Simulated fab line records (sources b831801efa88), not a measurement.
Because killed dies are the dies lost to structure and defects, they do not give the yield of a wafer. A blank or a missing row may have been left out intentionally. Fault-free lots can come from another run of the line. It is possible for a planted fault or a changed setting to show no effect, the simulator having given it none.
The same fault as seen by 2 desks + flow sky130 + only its own numbers are on each desk; what lay behind them is given at the end

## THE TOOL OWNER'S DESK: implanter-03
For each lot that ran on this tool, the mean over its sampled wafers that have a number, from the tool's own readings at SKY_LDD_HVN_IMPLANT_08. A lot is out of limits, marked OUT, if its mean lies more than 4 standard deviations from the usual mean; the brackets give that distance.
Columns: A = beamEnergyKeV at SKY_LDD_HVN_IMPLANT_08, usual 60.004; B = endStationPressureTorr at SKY_LDD_HVN_IMPLANT_08, usual 5.13e-06 Torr
| lot  | first seen here | A                        | B        |
|------|-----------------|--------------------------|----------|
| L858 | day 22 20:07    | 59.987                   | 5.11e-06 |
| L859 | day 23 23:24    | 59.991                   | 4.72e-06 |
| L865 | day 25 13:51    | 60.010                   | 5.20e-06 |
| L867 | day 26 01:54    | 63.765 (+99 or more) OUT | 5.21e-06 |
| L868 | day 26 13:04    | 63.778 (+99 or more) OUT | 5.30e-06 |
Finding of this desk: L867, L868 out of limits; the first was L867 at day 26 01:54, on beamEnergyKeV at SKY_LDD_HVN_IMPLANT_08. Within limits: L858, L859, L865.

## FROM THE METROLOGY DESK
What the gauges read for every lot (on any tool): the sampled wafers with a number, averaged. A lot is out of limits, marked OUT, if its mean lies more than 4 standard deviations from the usual mean; the brackets give that distance.
Columns: A = GATE_OXIDE_OVL at SKY_GATE_OXIDE_OVL_MEAS_10, usual -1.0 nm
| lot  | first seen here | A    |
|------|-----------------|------|
| L851 | day 13 16:16    | 0.5  |
| L853 | day 14 10:56    | -1.0 |
| L854 | day 15 04:05    | -1.8 |
| L855 | day 15 06:44    | -0.6 |
| L856 | day 15 14:01    | 0.7  |
| L858 | day 16 01:40    | -1.9 |
| L859 | day 17 04:10    | -1.9 |
| L865 | day 18 21:15    | -2.0 |
| L867 | day 19 10:52    | -2.5 |
| L868 | day 19 16:31    | -0.5 |
| L869 | day 20 06:49    | -0.3 |
| L871 | day 20 19:04    | -3.1 |
| L873 | day 21 12:08    | 0.2  |
This desk found nothing out of limits on any of the 13 lots.

## TAKEN TOGETHER
An alarm could have come from the tool owner's desk at day 26 01:54, on L867, L868.
The metrology desk saw nothing out of limits.
The metrology desk holds a record of L867, L868, inside its limits.
All the named lots went through SKY_LDD_HVN_IMPLANT_08 on implanter-03.

## WHAT THE SIMULATOR PUT IN
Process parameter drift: implanter-03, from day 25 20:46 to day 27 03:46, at SKY_LDD_HVN_IMPLANT_08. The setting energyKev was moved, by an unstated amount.
Shown lots that were struck: L867, L868.
How many hours passed from the start of the fault until each desk's first out-of-limits reading: the tool owner's desk, 5.
